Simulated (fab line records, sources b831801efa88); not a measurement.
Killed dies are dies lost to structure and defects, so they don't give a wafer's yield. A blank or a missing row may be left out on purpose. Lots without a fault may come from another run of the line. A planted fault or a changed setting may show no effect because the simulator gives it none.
One fault seen from 2 desks | flow gf180mcu | each desk has only its own numbers; what lay behind them comes last

THE METROLOGY DESK
What the gauges read, lot by lot, whatever tool the lot ran on: means of the sampled wafers that have a number. A lot is out of limits, marked OUT, if its mean lies more than 4 standard deviations from the usual mean; the brackets give that distance.
Columns: A = CONTACT_W_RS at GF_CONTACT_RS_MEAS_25, usual 0.381 ohm/sq; B = CONTACT_W_THK at GF_CONTACT_THK_MEAS_26, usual 292 nm
lot  | first seen here | A     | B
L834 | day 17 07:38    | 0.379 | 295
L837 | day 18 22:47    | 0.376 | 293
L843 | day 20 12:38    | 0.375 | 295
L850 | day 22 19:35    | 0.384 | 293
L854 | day 23 23:25    | 0.391 | 282
This desk's finding: nothing out of limits on any of the 5 lots.

THE TOOL OWNER'S DESK: pvd_sputter-01
The tool's own readings at GF_M1_SPUTTER_03 (material Ti, target thk 10 nm, time 6.7 s): means of the sampled wafers that have a number, for each lot that ran on this tool. A lot is out of limits, marked OUT, if its mean lies more than 4 standard deviations from the usual mean; the brackets give that distance.
Columns: A = throttle_valve_pct at GF_M1_SPUTTER_03, usual 29.9 %
lot  | first seen here | A
L843 | day 20 13:32    | 31.4
L850 | day 22 20:13    | 29.6
This desk's finding: nothing out of limits on any of the 2 lots.

PUT TOGETHER
The metrology desk saw nothing out of limits.
The tool owner's desk saw nothing out of limits.

WHAT THE SIMULATOR HAD PUT IN
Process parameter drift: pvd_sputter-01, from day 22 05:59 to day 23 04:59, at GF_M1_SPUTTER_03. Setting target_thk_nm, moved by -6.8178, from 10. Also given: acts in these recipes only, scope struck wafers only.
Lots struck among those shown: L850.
